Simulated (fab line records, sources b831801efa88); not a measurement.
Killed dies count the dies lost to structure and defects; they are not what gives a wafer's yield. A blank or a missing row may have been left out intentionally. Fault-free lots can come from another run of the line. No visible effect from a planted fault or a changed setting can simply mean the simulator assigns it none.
Which tool was responsible?	flow sky130	at 1 step of a route of 708, 10 lots with 29 wafers sampled

## WHAT THE GAUGES SHOWED, per wafer
SKY_SD_P_OVL_MEAS_08.
lot	measured	on	SD_P_OVL (nm)
L229	day 25 22:34	overlay-02	2.3 0.4 -0.3
L232	day 26 12:00	overlay-01	2.2 2.0 1.7
L237	day 28 02:49	overlay-02	0.5 -2.3
L243	day 30 17:54	overlay-02	1.4 2.8 2.8
L245	day 31 05:02	overlay-02	3.4 2.2 2.8
L247	day 31 17:41	overlay-02	3.6 3.7 4.1
L248	day 31 23:22	overlay-01	0.8 -2.2 -0.7
L249	day 32 01:26	overlay-02	1.0 -0.8 1.5
L250	day 32 16:13	overlay-02	-0.9 1.3 0.5
L252	day 33 01:27	overlay-01	0.0 1.6 0.3

## WHAT TOOL EACH LOT RAN ON (gives the tool, then ch and the chambers of the sampled wafers, and finally the start)
Record: no process step prior to these readings.

## THE ANSWER, worked out from the rows above alone
Rule: the lots themselves supply what counts as usual. The widest of any qualifying gaps counts: lots, ordered by their means at a reading, are off when they make up no more than a third of the lots, leave a main group of 4 or more, and stand apart from it by 3 or more times the standard deviation of that group's means. A main group is skipped when, at the precision printed for the reading in the tables above, its means are all equal. Also off: a lot with no number at a reading for which 4 or more lots have one. The other lots that the step has rows for count as sound.
No lot is off at any reading shown: from this, nothing can be told.

## WHAT HAD BEEN PUT IN BY THE SIMULATOR
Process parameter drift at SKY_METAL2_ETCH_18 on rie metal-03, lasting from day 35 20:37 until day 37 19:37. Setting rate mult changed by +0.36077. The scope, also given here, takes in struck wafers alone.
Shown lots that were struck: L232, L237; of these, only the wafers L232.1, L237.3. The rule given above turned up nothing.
